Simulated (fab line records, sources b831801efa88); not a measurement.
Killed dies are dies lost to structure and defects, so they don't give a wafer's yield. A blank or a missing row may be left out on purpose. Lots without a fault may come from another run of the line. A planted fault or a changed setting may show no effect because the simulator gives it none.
fab line records | flow gf180mcu
record lots=5 wafers=15 last_day=32
route steps=602 shown PSD@259 NSD@262 SAB@264
lots that met no fault: from a run of the same line without faults
start_h: hours from the record's first day to the start of the lot's first wafer shown | wait_h: hours since the lot's step before | " the same as in the row above | L1.1+2: a row that stands for several wafers | - no value, or no start given | * or withheld: withheld | < > ~ a bound
route shown NAME@n: a module of which the file shows steps, and the number in the route of the first | usual: mean/standard deviation of fault-free wafers | same: alike in all rows | chamber/n: place in a boat | sites: the reading at each site | _std_site: their standard deviation | _edge_site: outer sites' mean less inner sites' | radius_mm: how far each site lies from the wafer's centre | mask NAME#n: copy n | behind: the tool/chamber that last shaped the wafer | hold: why the lot was held/for how many hours/how that ended | device: the transistor (n, p or np) that didn't switch | end of line: the same wafers' tests at the end of the route | a step without rows: its recipe alone | killed: dies lost to structure and defects at the first sort, not the wafer's yield | map: a wafer's dies, x killed, . not, _ none there
set.NAME: the setting as run; set.NAME@STEP: as run at that earlier step | model.NAME: the simulator's own value behind a step, which no gauge read
lots at some steps of the route; a table a step, a row a wafer
services: from which hour (start_h, from the record's first day; less than 0 if before it) a tool's chamber was out of use, for how many hours, and why
## steps
# step GF_PSD_TW_MEAS_11
# usual PSD_TW=3192/24
# columns lot.wafer tool chamber start_h wait_h PSD_TW
L074.1 film_metro-01 - 319.26 0.1 3224
L074.2 " - " " 3224
L074.6 " - " " 3216
L077.3 film_metro-02 - 335.58 0.1 3174
L077.4 " - " " 3156
L077.6 " - " " 3162
L083.1 film_metro-02 - 406.91 0.1 3184
L083.3 " - " " 3190
L083.4 " - " " 3182
L086.2 film_metro-03 - 421.24 0.1 3197
L086.5 " - " " 3212
L086.6 " - " " 3179
L089.1 film_metro-02 - 441.66 0.1 3176
L089.4 " - " " 3166
L089.6 " - " " 3182
# step GF_PSD_CLEAN_12
# recipe chemistry=SC1/SC2 mix=1:4:20 temp_c=70 time_s=150 dry=n2_spin
# usual bath_guard_temp_C=69.8/0.32
# same time_s=150
# columns lot.wafer tool chamber start_h wait_h bath_guard_temp_C
L074.1 wet_bench-03 3 319.32 0.1 69.9
L074.2 " 3 " " 70.0
L074.6 " 3 " " 69.8
L077.3 wet_bench-02 2 335.62 0.0 70.4
L077.4 " 2 " " 70.5
L077.6 " 2 " " 70.5
L083.1 wet_bench-03 0 406.97 0.1 70.0
L083.3 " 0 " " 69.7
L083.4 " 0 " " 69.6
L086.2 wet_bench-04 2 421.29 0.0 69.8
L086.5 " 2 " " 70.2
L086.6 " 2 " " 69.7
L089.1 wet_bench-03 3 441.72 0.1 69.8
L089.4 " 3 " " 69.7
L089.6 " 3 " " 70.0
# step GF_PSD_RTA_13
# recipe temp_c=1025 time_s=20 ambient=N2
# usual lamp_power_pct=34.1/0.78 wafer_temp_C_max=1028.9/1.3
# same time_s=20
# columns lot.wafer tool chamber start_h wait_h lamp_power_pct wafer_temp_C_max
L074.1 rtp_anneal-01 0 319.37 0.0 33.4 1027.7
L074.2 " 0 " " 33.4 1028.0
L074.6 " 0 " " 33.5 1028.0
L077.3 rtp_anneal-01 0 335.70 0.0 33.5 1028.2
L077.4 " 0 " " 33.4 1027.9
L077.6 " 0 " " 33.5 1027.3
L083.1 rtp_anneal-01 0 407.02 0.0 33.4 1027.6
L083.3 " 0 " " 33.4 1028.2
L083.4 " 0 " " 33.4 1027.5
L086.2 rtp_anneal-02 0 421.36 0.0 35.0 1029.3
L086.5 " 0 " " 35.0 1030.1
L086.6 " 0 " " 35.0 1028.5
L089.1 rtp_anneal-02 0 441.82 0.0 35.1 1030.3
L089.4 " 0 " " 35.0 1029.8
L089.6 " 0 " " 35.1 1031.1
# step GF_PSD_RS_MEAS_14
# recipe thk_meas_gauge=four-point-probe
# usual NSD_RS=46.10/0.079
# columns lot.wafer tool chamber start_h wait_h NSD_RS[ohm/sq]
L074.1 film_metro-02 - 319.45 0.1 46.05
L074.2 " - " " 46.21
L074.6 " - " " 46.08
L077.3 film_metro-02 - 335.79 0.1 46.16
L077.4 " - " " 46.24
L077.6 " - " " 46.12
L083.1 film_metro-01 - 407.11 0.1 46.06
L083.3 " - " " 46.00
L083.4 " - " " 46.05
L086.2 film_metro-03 - 421.45 0.1 46.03
L086.5 " - " " 46.02
L086.6 " - " " 46.14
L089.1 film_metro-01 - 441.90 0.1 46.04
L089.4 " - " " 45.98
L089.6 " - " " 46.15
# step GF_PSD_RS_MEAS_15
# recipe thk_meas_gauge=four-point-probe
# usual PSD_RS=108.49/0.26
# columns lot.wafer tool chamber start_h wait_h PSD_RS[ohm/sq]
L074.1 film_metro-02 - 319.57 0.1 107.90
L074.2 " - " " 108.34
L074.6 " - " " 108.13
L077.3 film_metro-02 - 335.91 0.1 108.25
L077.4 " - " " 108.60
L077.6 " - " " 108.82
L083.1 film_metro-01 - 407.23 0.1 108.44
L083.3 " - " " 108.39
L083.4 " - " " 108.25
L086.2 film_metro-03 - 421.57 0.1 108.38
L086.5 " - " " 108.50
L086.6 " - " " 108.82
L089.1 film_metro-01 - 442.02 0.1 108.28
L089.4 " - " " 108.35
L089.6 " - " " 108.47
# step GF_SAB_CVD_00
# recipe material=SiO2 target_thk_nm=50 precursor=TEOS temp_c=400 time_s=4.9302 rf_w=600
# usual heater_power_w=617/85 rf_fwd_power_W=587/3.1
# same time_s=4.9302
# columns lot.wafer tool chamber start_h wait_h heater_power_w rf_fwd_power_W
L074.1 pecvd-02 0 319.69 0.1 773 588
L074.2 " 2 " " 586 590
L074.6 " 0 " " 790 590
L077.3 pecvd-01 2 335.99 0.1 645 587
L077.4 " 0 " " 708 588
L077.6 " 1 " " 530 590
L083.1 pecvd-04 1 407.35 0.1 748 583
L083.3 " 2 " " 532 587
L083.4 " 2 " " 529 585
L086.2 pecvd-01 0 421.67 0.1 691 587
L086.5 " 1 " " 497 589
L086.6 " 0 " " 680 587
L089.1 pecvd-04 2 442.14 0.1 531 585
L089.4 " 2 " " 534 587
L089.6 " 0 " " 498 583
# step GF_SAB_THK_MEAS_01
# recipe reads=SiO2_of_SAB_CVD_00
# usual SAB_CVD_00_THK=50.4/0.71
# columns lot.wafer tool chamber start_h wait_h SAB_CVD_00_THK[nm]
L074.1 film_metro-03 - 319.71 0.0 50.2
L074.2 " - " " 50.8
L074.6 " - " " 51.1
L077.3 film_metro-04 - 336.03 0.0 50.5
L077.4 " - " " 52.0
L077.6 " - " " 51.2
L083.1 film_metro-02 - 407.37 0.0 49.9
L083.3 " - " " 49.6
L083.4 " - " " 50.2
L086.2 film_metro-03 - 421.70 0.0 49.1
L086.5 " - " " 49.9
L086.6 " - " " 50.7
L089.1 film_metro-03 - 442.16 0.0 49.4
L089.4 " - " " 50.5
L089.6 " - " " 51.0
# step GF_SAB_DEHYDRATE_02
# recipe temp_c=200 time_s=60
# usual exhaust_pa=45.1/0.93
# same time_s=60
# columns lot.wafer tool chamber start_h wait_h exhaust_pa
L074.1 litho_track-02 0 329.50 9.8 45.0
L074.2 " 0 " " 46.0
L074.6 " 0 " " 44.3
L077.3 litho_track-02 0 346.75 10.7 45.3
L077.4 " 0 " " 45.2
L077.6 " 0 " " 46.7
L083.1 litho_track-01 0 418.84 11.5 45.4
L083.3 " 0 " " 43.7
L083.4 " 0 " " 45.8
L086.2 litho_track-01 0 433.22 11.5 45.3
L086.5 " 0 " " 45.2
L086.6 " 0 " " 46.3
L089.1 litho_track-02 0 453.30 11.1 46.5
L089.4 " 0 " " 46.1
L089.6 " 0 " " 46.5
# step GF_SAB_HMDS_03
# recipe prime_time_s=60 prime_temp_c=120
# usual exhaust_pa=44.9/0.88
# columns lot.wafer tool chamber start_h wait_h exhaust_pa
L074.1 litho_track-02 0 329.65 0.1 44.9
L074.2 " 0 " " 45.9
L074.6 " 0 " " 45.0
L077.3 litho_track-02 0 346.90 0.1 45.3
L077.4 " 0 " " 45.0
L077.6 " 0 " " 46.1
L083.1 litho_track-01 0 418.99 0.1 43.7
L083.3 " 0 " " 44.8
L083.4 " 0 " " 44.3
L086.2 litho_track-01 0 433.37 0.1 44.5
L086.5 " 0 " " 45.3
L086.6 " 0 " " 45.0
L089.1 litho_track-02 0 453.45 0.1 45.4
L089.4 " 0 " " 45.4
L089.6 " 0 " " 44.8
# step GF_SAB_COAT_04
# recipe resist=NOVOLAK spin_rpm=3000 resist_thk_nm=1000
# usual exhaust_pa=45.0/0.83
# columns lot.wafer tool chamber start_h wait_h exhaust_pa
L074.1 litho_track-02 0 329.80 0.1 45.1
L074.2 " 0 " " 44.7
L074.6 " 0 " " 46.0
L077.3 litho_track-02 0 347.05 0.1 44.9
L077.4 " 0 " " 44.3
L077.6 " 0 " " 45.7
L083.1 litho_track-01 0 419.14 0.1 43.5
L083.3 " 0 " " 45.1
L083.4 " 0 " " 43.1
L086.2 litho_track-01 0 433.52 0.1 44.1
L086.5 " 0 " " 44.3
L086.6 " 0 " " 44.9
L089.1 litho_track-02 0 453.60 0.1 45.8
L089.4 " 0 " " 44.7
L089.6 " 0 " " 45.4
# step GF_SAB_SOFTBAKE_05
# recipe temp_c=90 time_s=60 resist=NOVOLAK
# usual exhaust_pa=45.1/0.86
# same time_s=60
# columns lot.wafer tool chamber start_h wait_h exhaust_pa
L074.1 litho_track-02 0 329.95 0.1 44.7
L074.2 " 0 " " 43.8
L074.6 " 0 " " 43.9
L077.3 litho_track-02 0 347.20 0.1 46.1
L077.4 " 0 " " 45.7
L077.6 " 0 " " 45.7
L083.1 litho_track-01 0 419.29 0.1 45.5
L083.3 " 0 " " 44.0
L083.4 " 0 " " 45.2
L086.2 litho_track-01 0 433.67 0.1 45.1
L086.5 " 0 " " 44.5
L086.6 " 0 " " 45.1
L089.1 litho_track-02 0 453.75 0.1 44.4
L089.4 " 0 " " 44.8
L089.6 " 0 " " 44.1
# step GF_SAB_EXPOSE_06
# recipe mask_id=SAB target_cd_nm=420 na=0.6 source_shape=conventional sigma_outer=0.6 dose_mj=140
# columns lot.wafer tool chamber start_h wait_h mask
L074.1+2+6 iline_stepper-01 0 - - SAB#0
L077.3+4+6 iline_stepper-02 0 - - SAB#0
L083.1+3+4 iline_stepper-02 0 - - SAB#0
L086.2+5+6 iline_stepper-01 0 - - SAB#0
L089.1+4+6 iline_stepper-01 0 - - SAB#0
# step GF_SAB_PEB_07
# recipe temp_c=withheld time_s=* resist=NOVOLAK
# usual exhaust_pa=45.0/0.9
# same time_s=*
# columns lot.wafer tool chamber start_h wait_h exhaust_pa
L074.1 litho_track-02 0 - - 45.5
L074.2 " 0 " " 46.4
L074.6 " 0 " " 44.9
L077.3 litho_track-02 0 - - 44.0
L077.4 " 0 " " 43.7
L077.6 " 0 " " 44.1
L083.1 litho_track-02 0 - - 45.7
L083.3 " 0 " " 45.0
L083.4 " 0 " " 45.5
L086.2 litho_track-02 0 - - 46.0
L086.5 " 0 " " 45.7
L086.6 " 0 " " 46.0
L089.1 litho_track-02 0 - - 45.2
L089.4 " 0 " " 45.1
L089.6 " 0 " " 45.6
# step GF_SAB_DEVELOP_08
# recipe develop_time_s=60 dev_temp_c=23
# usual exhaust_pa=44.8/0.87
# columns lot.wafer tool chamber start_h wait_h exhaust_pa
L074.1 litho_track-02 0 341.00 0.1 44.9
L074.2 " 0 " " 45.4
L074.6 " 0 " " 44.6
L077.3 litho_track-02 0 357.30 0.1 43.7
L077.4 " 0 " " 44.0
L077.6 " 0 " " 43.3
L083.1 litho_track-02 0 430.65 0.1 45.2
L083.3 " 0 " " 45.3
L083.4 " 0 " " 43.8
L086.2 litho_track-02 0 446.08 0.1 44.6
L086.5 " 0 " " 44.2
L086.6 " 0 " " 44.2
L089.1 litho_track-02 0 465.55 0.1 44.6
L089.4 " 0 " " 45.6
L089.6 " 0 " " 44.8
## services
# columns tool chamber start_h hours kind
pecvd-01 - 308.55 0.7 repair
litho_track-01 - 331.48 - consumable_replace:filter
pecvd-01 2 345.03 5.2 repair
pecvd-01 - 349.34 2.8 pm
iline_stepper-01 - 352.14 1.7 pm
pecvd-01 0 360.91 2.7 repair
pecvd-01 - 368.88 14.0 pm
pecvd-01 0 368.88 14.0 vent_cycle
pecvd-01 1 368.88 14.0 vent_cycle
pecvd-01 2 368.88 14.0 vent_cycle
iline_stepper-02 - 369.27 1.7 pm
pecvd-01 0 382.88 - clean
pecvd-01 1 382.88 - clean
pecvd-01 2 382.88 - clean
iline_stepper-01 0 383.82 - calibration
wet_bench-02 - 408.10 4.4 pm
iline_stepper-01 - 415.11 1.0 repair
wet_bench-03 - 439.34 1.1 repair
iline_stepper-01 - 441.88 8.9 pm
iline_stepper-02 - 463.87 14.5 repair
## key
fault none
